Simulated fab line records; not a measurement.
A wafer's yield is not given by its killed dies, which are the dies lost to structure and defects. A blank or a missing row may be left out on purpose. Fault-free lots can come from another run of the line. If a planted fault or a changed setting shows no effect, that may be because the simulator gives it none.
Which tool did it? + flow gf180mcu + 7 lots, 21 wafers sampled, at 1 step of a route of 602

== WHAT THE GAUGES READ, wafer by wafer ==
GF_PSD_OVL_MEAS_08.
| lot  | measured     | on         | PSD_OVL (nm)  |
|------|--------------|------------|---------------|
| L712 | day 15 02:53 | overlay-01 | -0.5 0.1 -0.4 |
| L715 | day 15 21:59 | overlay-01 | 0.2 -0.5 1.3  |
| L718 | day 17 04:20 | overlay-02 | -0.5 1.6 2.6  |
| L727 | day 20 05:41 | overlay-01 | 3.2 1.1 -0.6  |
| L729 | day 20 17:32 | overlay-01 | 0.9 -1.4 -0.8 |
| L731 | day 21 13:26 | overlay-01 | 0.9 1.5 0.5   |
| L733 | day 22 08:55 | overlay-01 | 1.6 0.5 1.0   |

== TOOL THAT RAN EACH LOT (tool first, then ch and the chambers of the sampled wafers, then the start) ==
The record holds no process step before these readings.

== THE ANSWER, worked out from the rows above alone ==
Rule: the usual values come from the lots themselves. Put in order of their means at a reading, lots are off if they are a third of the lots or fewer, leave a main group of 4 or more, and stand apart from it by a gap of 3 or more times the standard deviation of the main group's means; of several such gaps the widest counts. The tables above print the reading to a certain number of digits; a main group whose means all agree to those digits is not used. A lot without any number at a reading at which 4 lots or more have one is off too. Any other lot the step has rows for is counted as sound.
None of the lots is off at any reading shown; this tells nothing.

== WHAT THE SIMULATOR HAD PUT IN ==
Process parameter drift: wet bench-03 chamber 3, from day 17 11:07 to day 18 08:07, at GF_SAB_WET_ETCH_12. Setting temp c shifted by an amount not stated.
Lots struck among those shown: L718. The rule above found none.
